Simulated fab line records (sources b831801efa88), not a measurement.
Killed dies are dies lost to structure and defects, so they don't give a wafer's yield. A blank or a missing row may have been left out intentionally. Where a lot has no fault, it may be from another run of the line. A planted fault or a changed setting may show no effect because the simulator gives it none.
Chamber matching | flow sky130 | 4 sister chambers for SKY_LI_CONTACT_ETCH_15 on rie diel-03
The step etches PSG in C4F8/O2/Ar, stops on Si, target depth 600 nm. 18 wafers are shown with their chamber, then 9 later ones without.

EACH WAFER AND ITS CHAMBER
wafer  | chamber | oes product au (a.u.) | bias w (W)
L074.1 | 3       | 0.830                 | 1204
L074.3 | 1       | 0.844                 | 1198
L074.4 | 0       | 0.835                 | 1202
L076.3 | 3       | 0.831                 | 1197
L076.4 | 2       | 0.827                 | 1207
L076.6 | 0       | 0.835                 | 1196
L077.4 | 3       | 0.835                 | 1196
L077.5 | 2       | 0.834                 | 1197
L077.6 | 0       | 0.839                 | 1194
L082.1 | 3       | 0.843                 | 1195
L082.2 | 2       | 0.831                 | 1202
L082.3 | 1       | 0.838                 | 1203
L084.1 | 3       | 0.835                 | 1203
L084.3 | 1       | 0.846                 | 1200
L084.5 | 2       | 0.842                 | 1202
L087.1 | 3       | 0.832                 | 1201
L087.2 | 1       | 0.847                 | 1202
L087.4 | 2       | 0.828                 | 1202

SIGNATURES (averages over the wafers above)
reading        | chamber 0 | chamber 1 | chamber 2 | chamber 3 | scatter within a chamber
oes product au | 0.83633   | 0.84375   | 0.83240   | 0.83433   | 0.00475
bias w         | 1197.33   | 1200.75   | 1202.00   | 1199.33   | 3.51
Rule: distance of a wafer from a chamber = root of the sum over the readings of ((wafer's reading minus chamber's mean) / reading's scatter) squared. If the next closest chamber is less than 2 further off than the closest, the wafer can't be placed; otherwise it belongs to the closest. The scatter: the root of (the sum of the squares of (reading less its chamber's mean) over the shown wafers, divided by (wafers less chambers)).

WAFERS MISSING THEIR CHAMBER
wafer  | oes product au (a.u.) | bias w (W)
L088.1 | 0.840                 | 1198
L088.2 | 0.842                 | 1200
L088.6 | 0.830                 | 1202
L091.3 | 0.831                 | 1205
L091.4 | 0.841                 | 1199
L091.6 | 0.840                 | 1204
L097.2 | 0.835                 | 1201
L097.3 | 0.836                 | 1200
L097.5 | 0.839                 | 1200

THE CHAMBER EACH PASSED THROUGH
wafer  | from the rows above               | in truth
L088.1 | can't be placed: 0 or 1 or 3 or 2 | 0
L088.2 | can't be placed: 1 or 0 or 3 or 2 | 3
L088.6 | can't be placed: 2 or 3 or 0      | 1
L091.3 | can't be placed: 2 or 3 or 0      | 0
L091.4 | can't be placed: 1 or 0 or 3 or 2 | 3
L091.6 | can't be placed: 1 or 2 or 3 or 0 | 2
L097.2 | can't be placed: 3 or 2 or 0 or 1 | 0
L097.3 | can't be placed: 3 or 0 or 2 or 1 | 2
L097.5 | can't be placed: 0 or 3 or 1 or 2 | 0
Placed correctly: 0 of 9. Not placeable from these rows: 9 (in 8, the candidates include the true chamber). Placed wrongly: 0.
